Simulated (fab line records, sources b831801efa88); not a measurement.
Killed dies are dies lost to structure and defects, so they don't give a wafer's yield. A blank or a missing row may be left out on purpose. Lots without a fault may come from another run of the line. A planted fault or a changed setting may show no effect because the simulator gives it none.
Tool commonality check | flow sky130 | 15 lots, 45 wafers sampled

WHY IT WAS OPENED
At SKY_LDD_P_TW_MEAS_11 the reading LDD_P_TW is flagged on 3 of 15 lots. Wafers without a fault read 632, standard deviation 6.5.
Rule: a lot is flagged when every wafer of it that has a number lies more than 4 standard deviations from that mean, or none has a number. The other lots count as sound.

lot  | measured     | on            | LDD_P_TW, wafer by wafer | flag
L267 | day 19 22:59 | film_metro-01 | 612 617 617              |
L269 | day 20 18:35 | film_metro-01 | 621 620 620              |
L270 | day 20 22:19 | film_metro-03 | 637 640 640              |
L271 | day 21 17:40 | film_metro-02 | 632 631 630              |
L272 | day 21 23:07 | film_metro-02 | 631 630 630              |
L274 | day 22 05:14 | film_metro-02 | 629 632 631              |
L275 | day 23 02:46 | film_metro-02 | 629 630 628              |
L280 | day 24 12:23 | film_metro-02 | 634 634 627              |
L279 | day 24 16:55 | film_metro-02 | 630 630 630              |
L281 | day 24 17:25 | film_metro-02 | 634 632 631              |
L284 | day 25 16:56 | film_metro-02 | 30 30 30                 | FLAGGED
L285 | day 25 21:23 | film_metro-02 | 30 30 30                 | FLAGGED
L286 | day 26 01:26 | film_metro-02 | 30 30 30                 | FLAGGED
L289 | day 27 04:23 | film_metro-03 | 640 638 635              |
L290 | day 27 22:43 | film_metro-02 | 630 631 631              |
The numbers of the flagged lots are 30 on average: -602 against the usual, or -93 standard deviations.

WHICH TOOL RAN EACH LOT
The record holds 3 process steps before the reading, out of a route of 708 steps. In each cell: the tool, then ch and the chambers that the sampled wafers went through, then the start.
lot  | flag    | SKY_POLY_GATE_ETCH_17            | SKY_LDD_N_STRIP_16                   | SKY_LDD_P_STRIP_10
L267 |         | rie_si-01 ch 1,2,3, day 17 06:04 | plasma_asher-03 ch 0,1, day 18 15:29 | plasma_asher-02 ch 0,1, day 19 22:53
L269 |         | rie_si-01 ch 0,1,3, day 18 00:54 | plasma_asher-02 ch 0,1, day 19 10:59 | plasma_asher-03 ch 0,1, day 20 18:29
L270 |         | rie_si-02 ch 1,2, day 18 04:34   | plasma_asher-02 ch 0,1, day 19 14:56 | plasma_asher-02 ch 0,1, day 20 22:13
L271 |         | rie_si-01 ch 0,2, day 19 00:08   | plasma_asher-04 ch 0,1, day 20 10:32 | plasma_asher-02 ch 0,1, day 21 17:34
L272 |         | rie_si-01 ch 0,2,3, day 19 06:13 | plasma_asher-03 ch 0,1, day 20 16:26 | plasma_asher-03 ch 0,1, day 21 23:02
L274 |         | rie_si-02 ch 1,2,3, day 19 11:39 | plasma_asher-03 ch 0,1, day 20 21:55 | plasma_asher-01 ch 0,1, day 22 05:08
L275 |         | rie_si-01 ch 0,1,3, day 20 10:36 | plasma_asher-02 ch 0,1, day 21 20:20 | plasma_asher-02 ch 0,1, day 23 02:40
L280 |         | rie_si-02 ch 1,3, day 21 20:28   | plasma_asher-04 ch 0,1, day 23 06:39 | plasma_asher-02 ch 0,1, day 24 12:18
L279 |         | rie_si-01 ch 0,1,2, day 22 00:19 | plasma_asher-04 ch 1, day 23 10:17   | plasma_asher-03 ch 0, day 24 16:49
L281 |         | rie_si-02 ch 0,3, day 22 00:58   | plasma_asher-02 ch 0,1, day 23 10:48 | plasma_asher-02 ch 0,1, day 24 17:19
L284 | FLAGGED | rie_si-01 ch 2,3, day 23 02:23   | plasma_asher-03 ch 0,1, day 24 10:50 | plasma_asher-03 ch 0,1, day 25 16:50
L285 | FLAGGED | rie_si-02 ch 0,1,2, day 23 07:16 | plasma_asher-02 ch 0,1, day 24 15:23 | plasma_asher-02 ch 0,1, day 25 21:17
L286 | FLAGGED | rie_si-01 ch 1,2,3, day 23 10:49 | plasma_asher-03 ch 0,1, day 24 19:26 | plasma_asher-02 ch 0,1, day 26 01:20
L289 |         | rie_si-02 ch 0,1, day 24 14:50   | plasma_asher-04 ch 0,1, day 25 22:46 | plasma_asher-01 ch 0,1, day 27 04:17
L290 |         | rie_si-01 ch 1,2,3, day 25 07:37 | plasma_asher-02 ch 0,1, day 26 17:10 | plasma_asher-03 ch 0,1, day 27 22:37
What these steps do:
- SKY_POLY_GATE_ETCH_17: etches poly-Si in HBr/Cl2, stops on SiO2, target depth 180 nm, time 70.5 s.
- SKY_LDD_N_STRIP_16: strips in O2/N2.
- SKY_LDD_P_STRIP_10: strips in O2/N2.
- SKY_LDD_P_TW_MEAS_11

FLAGGED OVER TOTAL, TOOL BY TOOL (the gauges that took the reading come last)
step                  | tool            | lots run | flagged | share of the flagged lots | sound lots run after its first flagged lot
SKY_POLY_GATE_ETCH_17 | rie_si-01       | 9        | 2       | some                      | 1 (L290)
SKY_POLY_GATE_ETCH_17 | rie_si-02       | 6        | 1       | some                      | 1 (L289)
SKY_LDD_N_STRIP_16    | plasma_asher-02 | 6        | 1       | some                      | 1 (L290)
SKY_LDD_N_STRIP_16    | plasma_asher-03 | 5        | 2       | some                      | 0
SKY_LDD_N_STRIP_16    | plasma_asher-04 | 4        | 0       | none                      | -
SKY_LDD_P_STRIP_10    | plasma_asher-01 | 2        | 0       | none                      | -
SKY_LDD_P_STRIP_10    | plasma_asher-02 | 8        | 2       | some                      | 0
SKY_LDD_P_STRIP_10    | plasma_asher-03 | 5        | 1       | some                      | 1 (L290)
SKY_LDD_P_TW_MEAS_11  | film_metro-01   | 2        | 0       | none                      | -
SKY_LDD_P_TW_MEAS_11  | film_metro-02   | 11       | 3       | all                       | 1 (L290)
SKY_LDD_P_TW_MEAS_11  | film_metro-03   | 2        | 0       | none                      | -

WHAT THE TABLE ALLOWS
1 row of the table ran every flagged lot: film_metro-02 at SKY_LDD_P_TW_MEAS_11.
- film_metro-02 at SKY_LDD_P_TW_MEAS_11: 3 of its 11 lots flagged. Sound lots ran on it after the first flagged one (L290), which a lasting fault on the whole tool wouldn't allow.
No row of the table ran every flagged lot and no sound lot after the first.

WHAT THE SIMULATOR HAD PUT IN
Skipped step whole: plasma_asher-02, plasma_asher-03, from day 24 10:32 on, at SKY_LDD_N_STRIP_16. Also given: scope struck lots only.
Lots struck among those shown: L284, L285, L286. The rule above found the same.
